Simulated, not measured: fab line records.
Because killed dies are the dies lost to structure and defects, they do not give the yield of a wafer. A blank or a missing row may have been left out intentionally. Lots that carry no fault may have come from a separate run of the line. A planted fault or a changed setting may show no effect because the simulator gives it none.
A single fault, viewed from 2 desks :: flow sfq_line :: only its own numbers are on each desk; what lay behind them is given at the end

## THE METROLOGY DESK
What the gauges read for every lot (on any tool): the sampled wafers with a number, averaged. The brackets show how far a lot's mean lies from the usual mean; more than 4 standard deviations puts the lot out of limits, marked OUT.
Columns: A = I3_OVL at SFQ_I3_OVL_MEAS_923, usual 0 nm
lot: L473
first seen here: day 48 03:09
A: 1

lot: L474
first seen here: day 48 04:21
A: -2

lot: L476
first seen here: day 49 01:49
A: 0

lot: L477
first seen here: day 49 10:48
A: -7

lot: L478
first seen here: day 49 21:19
A: -1

lot: L480
first seen here: day 57 01:52
A: -1

lot: L482
first seen here: day 57 13:52
A: 4

lot: L484
first seen here: day 58 06:38
A: 2

lot: L485
first seen here: day 58 19:52
A: 4

lot: L488
first seen here: day 60 09:11
A: -3

lot: L490
first seen here: day 60 13:58
A: 3

lot: L493
first seen here: day 61 05:35
A: -6

lot: L494
first seen here: day 61 18:22
A: 3

lot: L495
first seen here: day 61 23:10
A: -1
Result from this desk: across the 14 lots, nothing is out of limits.

## TOOL OWNER'S DESK, cmp-01
The tool's own readings at SFQ_TRILAYER_I3_CMP_CMP_082 (polishes SiO2): means of the sampled wafers that have a number, for each lot that ran on this tool. The brackets show how far a lot's mean lies from the usual mean; more than 4 standard deviations puts the lot out of limits, marked OUT.
Columns: A = edge_zone_pressure_frac at SFQ_TRILAYER_I3_CMP_CMP_082, usual 1.001; B = head_pressure_psi at SFQ_TRILAYER_I3_CMP_CMP_082, usual 3.000 psi; C = motor_current_A at SFQ_TRILAYER_I3_CMP_CMP_082, usual 10.4 A; D = time_to_endpoint_s at SFQ_TRILAYER_I3_CMP_CMP_082, usual 217 s
lot: L473
first seen here: day 46 16:58
A: 0.998
B: 3.004
C: 10.4
D: 209

lot: L474
first seen here: day 47 00:05
A: 0.995
B: 3.005
C: 10.8
D: 215

lot: L476
first seen here: day 48 19:14
A: 1.004
B: 2.996
C: 10.0
D: 216

lot: L477
first seen here: day 49 05:14
A: 1.002
B: 2.999
C: 10.6
D: 216

lot: L480
first seen here: day 50 18:43
A: 1.003
B: 2.999
C: 10.1
D: 213

lot: L482
first seen here: day 51 09:38
A: 0.999
B: 2.996
C: 10.8
D: 211

lot: L488
first seen here: day 54 02:40
A: 1.008
B: 3.002
C: 10.9
D: 195

lot: L493
first seen here: day 55 01:44
A: 1.003
B: 2.997
C: 10.4
D: 201
Result from this desk: across the 8 lots, nothing is out of limits.

## ALL TOGETHER
At the metrology desk, nothing out of limits was observed.
Nothing out of limits was seen by the tool owner's desk.

## WHAT WAS PUT IN BY THE SIMULATOR
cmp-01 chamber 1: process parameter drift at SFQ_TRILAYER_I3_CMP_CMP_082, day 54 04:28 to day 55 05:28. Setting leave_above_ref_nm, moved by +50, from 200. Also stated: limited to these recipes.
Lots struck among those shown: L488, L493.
